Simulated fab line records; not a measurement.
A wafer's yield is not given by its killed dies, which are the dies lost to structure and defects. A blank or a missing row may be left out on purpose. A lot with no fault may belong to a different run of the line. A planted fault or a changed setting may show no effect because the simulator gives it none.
Shared-tool check -- flow gf180mcu -- 45 wafers sampled across 15 lots

== WHAT PROMPTED THE OPENING ==
3 of 15 lots carry a flag on the reading MVPSD_TW at GF_MVPSD_TW_MEAS_11. No-fault wafers: 549, standard deviation 8.
Rule: a lot is flagged in two cases, either no wafer of it has a number, or all its wafers with numbers fall more than 4 standard deviations from that mean. The rest of the lots are taken to be sound.

lot,measured,on,"MVPSD_TW, wafer by wafer",flag
L806,day 5 00:44,film-metro-03,547 545 546,
L807,day 5 08:41,film-metro-01,562 559 559,
L808,day 5 14:27,film-metro-01,556 561 558,
L809,day 5 17:55,film-metro-02,540 541 543,
L810,day 5 22:14,film-metro-01,560 562 563,
L813,day 6 19:09,film-metro-03,546 544 548,
L816,day 7 15:05,film-metro-03,544 540 543,
L817,day 7 18:46,film-metro-01,557 560 557,
L819,day 8 06:35,film-metro-01,556 557 555,
L820,day 8 12:50,film-metro-01,554 557 558,
L821,day 8 18:35,film-metro-02,1563 1568 1560,FLAGGED
L822,day 8 22:35,film-metro-01,1609 1604 1603,FLAGGED
L823,day 9 06:56,film-metro-01,1624 1617 1612,FLAGGED
L828,day 10 14:31,film-metro-02,540 542 541,
L829,day 10 21:56,film-metro-03,547 550 547,
The numbers of the flagged lots are 1596 on average: +1047 against the usual, or +99 or more standard deviations.

== TOOL THAT RAN EACH LOT ==
Before the reading, the record contains 3 process steps out of a 602-step route. Cell contents, in order: the tool; ch with the chambers the sampled wafers went through; the start.
lot,flag,GF_STI_ETCH_14,GF_STI_STRIP_15,GF_MVSD_COAT_02
L806,,"rie-si-01 ch 0,2, day 2 02:11","plasma-asher-03 ch 0,1, day 2 02:16","litho-track-01 ch 0, day 4 02:59"
L807,,"rie-si-01 ch 1,2,3, day 2 09:11","plasma-asher-04 ch 0,1, day 2 09:16","litho-track-04 ch 0, day 4 10:30"
L808,,"rie-si-02 ch 0,1,3, day 2 11:44","plasma-asher-04 ch 0,1, day 2 11:49","litho-track-04 ch 0, day 4 15:39"
L809,,"rie-si-02 ch 0,1,3, day 2 15:59","plasma-asher-03 ch 0,1, day 2 16:04","litho-track-04 ch 0, day 4 19:31"
L810,,"rie-si-02 ch 0,1,2, day 2 22:09","plasma-asher-01 ch 0,1, day 2 22:13","litho-track-01 ch 0, day 5 00:11"
L813,,"rie-si-01 ch 1,2, day 3 13:03","plasma-asher-01 ch 0,1, day 3 13:10","litho-track-04 ch 0, day 5 19:48"
L816,,"rie-si-02 ch 0,2, day 4 05:26","plasma-asher-03 ch 0,1, day 4 05:31","litho-track-02 ch 0, day 6 14:40"
L817,,"rie-si-02 ch 1,2, day 4 10:32","plasma-asher-01 ch 0,1, day 4 10:39","litho-track-04 ch 0, day 6 18:43"
L819,,"rie-si-01 ch 0,1,3, day 4 20:24","plasma-asher-01 ch 0, day 4 20:28","litho-track-02 ch 0, day 7 05:56"
L820,,"rie-si-01 ch 0,1,3, day 5 02:21","plasma-asher-01 ch 0,1, day 5 02:25","litho-track-01 ch 0, day 7 11:16"
L821,FLAGGED,"rie-si-01 ch 0,1, day 5 06:47","plasma-asher-03 ch 0,1, day 5 06:52","litho-track-01, day 7 16:56"
L822,FLAGGED,"rie-si-02 ch 0,1, day 5 11:33","plasma-asher-03 ch 1, day 5 11:37","litho-track-04, day 7 21:33"
L823,FLAGGED,"rie-si-02 ch 1,2, day 5 16:41","plasma-asher-04 ch 0,1, day 5 16:46","litho-track-02, day 8 05:02"
L828,,"rie-si-02 ch 0,2,3, day 6 18:15","plasma-asher-04 ch 0, day 6 18:19","litho-track-01 ch 0, day 9 10:53"
L829,,"rie-si-02 ch 0,2,3, day 7 01:00","plasma-asher-01 ch 0,1, day 7 01:04","litho-track-04 ch 0, day 9 18:15"
What is done by these steps:
- GF_STI_ETCH_14: etches Si in HBr/Cl2/O2, target depth 360 nm, time 102.9 s.
- GF_STI_STRIP_15: strips in O2/N2.
- GF_MVSD_COAT_02: resist thk 3000 nm.
- GF_MVPSD_TW_MEAS_11

== FLAGGED AGAINST TOTAL, ONE TOOL AT A TIME (gauges that did the reading follow at the end) ==
step,tool,lots run,flagged,share of the flagged lots,sound lots run after its first flagged lot
GF_STI_ETCH_14,rie-si-01,6,1,some,0
GF_STI_ETCH_14,rie-si-02,9,2,some,"2 (L828,L829)"
GF_STI_STRIP_15,plasma-asher-01,6,0,none,-
GF_STI_STRIP_15,plasma-asher-03,5,2,some,0
GF_STI_STRIP_15,plasma-asher-04,4,1,some,1 (L828)
GF_MVSD_COAT_02,litho-track-01,5,1,some,1 (L828)
GF_MVSD_COAT_02,litho-track-02,3,1,some,0
GF_MVSD_COAT_02,litho-track-04,7,1,some,1 (L829)
GF_MVPSD_TW_MEAS_11,film-metro-01,8,2,some,0
GF_MVPSD_TW_MEAS_11,film-metro-02,3,1,some,1 (L828)
GF_MVPSD_TW_MEAS_11,film-metro-03,4,0,none,-

== WHAT IS ALLOWED BY THE TABLE ==
No row of the table ran every flagged lot.

== WHAT WAS PUT IN BY THE SIMULATOR ==
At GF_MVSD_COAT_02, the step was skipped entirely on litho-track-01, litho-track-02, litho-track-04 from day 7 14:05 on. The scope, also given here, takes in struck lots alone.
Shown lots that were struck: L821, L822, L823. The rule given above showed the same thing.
